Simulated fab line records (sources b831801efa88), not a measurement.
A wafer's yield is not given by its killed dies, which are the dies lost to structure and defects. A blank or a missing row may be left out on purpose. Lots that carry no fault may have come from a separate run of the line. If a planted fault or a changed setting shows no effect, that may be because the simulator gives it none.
Which of the tools did it?    flow gf180mcu    13 lots with 39 wafers sampled at 4 steps, on a route of 602 steps

## WHAT THE GAUGES READ, wafer by wafer
GF_TOP_METAL_RS_MEAS_05: the measuring method here is four-point-probe. Usual: TOP_METAL_ALCU_RS gives 0.0328 ohm/sq (standard deviation 0.0004).
lot   measured      on             TOP_METAL_ALCU_RS (ohm/sq)  flag
L411  day 27 02:55  film-metro-03  0.0328 0.0323 0.0324        
L412  day 27 19:50  film-metro-01  0.0326 0.0327 0.0327        
L413  day 28 16:40  film-metro-02  0.0324 0.0327 0.0325        
L414  day 28 18:59  film-metro-03  0.0324 0.0327 0.0327        
L416  day 29 05:55  film-metro-03  0.0329 0.0327 0.0327        
L417  day 29 12:40  film-metro-03  0.0334 0.0327 0.0329        
L418  day 30 03:53  film-metro-02  0.0332 0.0336 0.0331        
L419  day 30 08:50  film-metro-03  0.0324 0.0329 0.0331        
L420  day 30 12:38  film-metro-01  0.0325 0.0328 0.0330        
L422  day 31 04:40  film-metro-03  0.0335 0.0332 0.0336        
L429  day 33 16:12  film-metro-03  0.0322 0.0327 0.0325        
L430  day 33 13:47  film-metro-01  0.0326 0.0328 0.0328        
L434  day 34 06:18  film-metro-03  0.0334 0.0332 0.0334        

## WHAT TOOL EACH LOT RAN ON (gives the tool, then ch and the chambers of the sampled wafers, and finally the start)
lot   GF_M3_SPUTTER_00              GF_V5_CVD_23                   GF_TOP_METAL_SPUTTER_04
L411  pvd-sputter-03, day 20 06:05  cvd-w-01 ch 0,1, day 27 02:07  pvd-sputter-01, day 27 02:54
L412  pvd-sputter-01, day 20 18:49  cvd-w-01 ch 0,1, day 27 19:00  pvd-sputter-02, day 27 19:47
L413  pvd-sputter-02, day 21 11:04  cvd-w-01 ch 1, day 28 15:50    pvd-sputter-02, day 28 16:37
L414  pvd-sputter-01, day 21 22:41  cvd-w-01 ch 0,1, day 28 18:09  pvd-sputter-01, day 28 18:56
L416  pvd-sputter-01, day 22 14:17  cvd-w-01 ch 0,1, day 29 05:05  pvd-sputter-04, day 29 05:52
L417  pvd-sputter-01, day 22 19:10  cvd-w-01 ch 0,1, day 29 11:28  pvd-sputter-04, day 29 12:39
L418  pvd-sputter-01, day 23 15:17  cvd-w-01 ch 0,1, day 30 03:05  pvd-sputter-01, day 30 03:52
L419  pvd-sputter-03, day 23 20:18  cvd-w-01 ch 0,1, day 30 08:01  pvd-sputter-01, day 30 08:46
L420  pvd-sputter-02, day 24 02:36  cvd-w-02 ch 0,1, day 30 11:42  pvd-sputter-01, day 30 12:34
L422  pvd-sputter-01, day 24 23:41  cvd-w-01 ch 0,1, day 31 03:51  pvd-sputter-04, day 31 04:36
L429  pvd-sputter-01, day 27 20:01  cvd-w-02 ch 0,1, day 33 15:23  pvd-sputter-02, day 33 16:11
L430  pvd-sputter-01, day 27 20:53  cvd-w-02 ch 0,1, day 33 12:59  pvd-sputter-04, day 33 13:46
L434  pvd-sputter-02, day 28 15:49  cvd-w-01 ch 0,1, day 34 05:29  pvd-sputter-01, day 34 06:14
- GF_M3_SPUTTER_00: material Ti, target thk 37.5 nm, time 150 s.
- GF_V5_CVD_23: deposits W, target thk 350 nm, time 104.9 s.
- GF_TOP_METAL_SPUTTER_04: material TiN, target thk 25 nm, time 20.8 s.

## AS READ BY THE TOOLS THEMSELVES (means over the sampled wafers that have a number; for cases with no such wafer, the mark the record gives instead)
GF_M3_SPUTTER_00. Usual: substrate-temp-c 200.01 C, standard deviation 0.16; throttle-valve-pct 29.8 %, standard deviation 0.7.
lot   tool            substrate-temp-c (C)  throttle-valve-pct (%)  flag
L411  pvd-sputter-03  200.03                29.5                    
L412  pvd-sputter-01  199.82                29.9                    
L413  pvd-sputter-02  199.99                29.9                    
L414  pvd-sputter-01  200.02                29.3                    
L416  pvd-sputter-01  200.05                29.9                    
L417  pvd-sputter-01  200.07                29.7                    
L418  pvd-sputter-01  199.96                29.8                    
L419  pvd-sputter-03  199.97                30.0                    
L420  pvd-sputter-02  200.12                30.4                    
L422  pvd-sputter-01  199.97                29.1                    
L429  pvd-sputter-01  200.15                29.8                    
L430  pvd-sputter-01  199.88                29.9                    
L434  pvd-sputter-02  200.09                30.3                    

GF_V5_CVD_23. Usual: heater-power-w at 845 W, with a standard deviation of 45.
lot   tool      heater-power-w (W)  flag
L411  cvd-w-01  831                 
L412  cvd-w-01  844                 
L413  cvd-w-01  826                 
L414  cvd-w-01  828                 
L416  cvd-w-01  862                 
L417  cvd-w-01  838                 
L418  cvd-w-01  834                 
L419  cvd-w-01  845                 
L420  cvd-w-02  830                 
L422  cvd-w-01  834                 
L429  cvd-w-02  839                 
L430  cvd-w-02  868                 
L434  cvd-w-01  836                 

GF_TOP_METAL_SPUTTER_04. Usual: throttle-valve-pct at 29.6 %, with a standard deviation of 0.8.
lot   tool            throttle-valve-pct (%)  flag
L411  pvd-sputter-01  29.2                    
L412  pvd-sputter-02  30.1                    
L413  pvd-sputter-02  29.3                    
L414  pvd-sputter-01  29.1                    
L416  pvd-sputter-04  29.7                    
L417  pvd-sputter-04  29.7                    
L418  pvd-sputter-01  29.0                    
L419  pvd-sputter-01  30.4                    
L420  pvd-sputter-01  29.6                    
L422  pvd-sputter-04  29.0                    
L429  pvd-sputter-02  30.1                    
L430  pvd-sputter-04  29.8                    
L434  pvd-sputter-01  30.0                    

## THE ANSWER, worked out from the rows above alone
Rule: take the mean of a lot's wafers that have a number; if it is more than 3 standard deviations from the usual mean, the lot is off. Also off: a lot with no number at a reading for which 4 or more lots have one. All remaining lots with rows at the step are treated as sound. After the gauges, taken in route order, come the tools' own readings; for these a lot's mean is taken, as printed above. The first step at which some lot is off is used, and at that step the reading that is off furthest; a lot without a number counts as furthest.
Across all readings shown, no lot is off: no conclusion can be drawn from this.

## WHAT THE SIMULATOR HAD INSERTED
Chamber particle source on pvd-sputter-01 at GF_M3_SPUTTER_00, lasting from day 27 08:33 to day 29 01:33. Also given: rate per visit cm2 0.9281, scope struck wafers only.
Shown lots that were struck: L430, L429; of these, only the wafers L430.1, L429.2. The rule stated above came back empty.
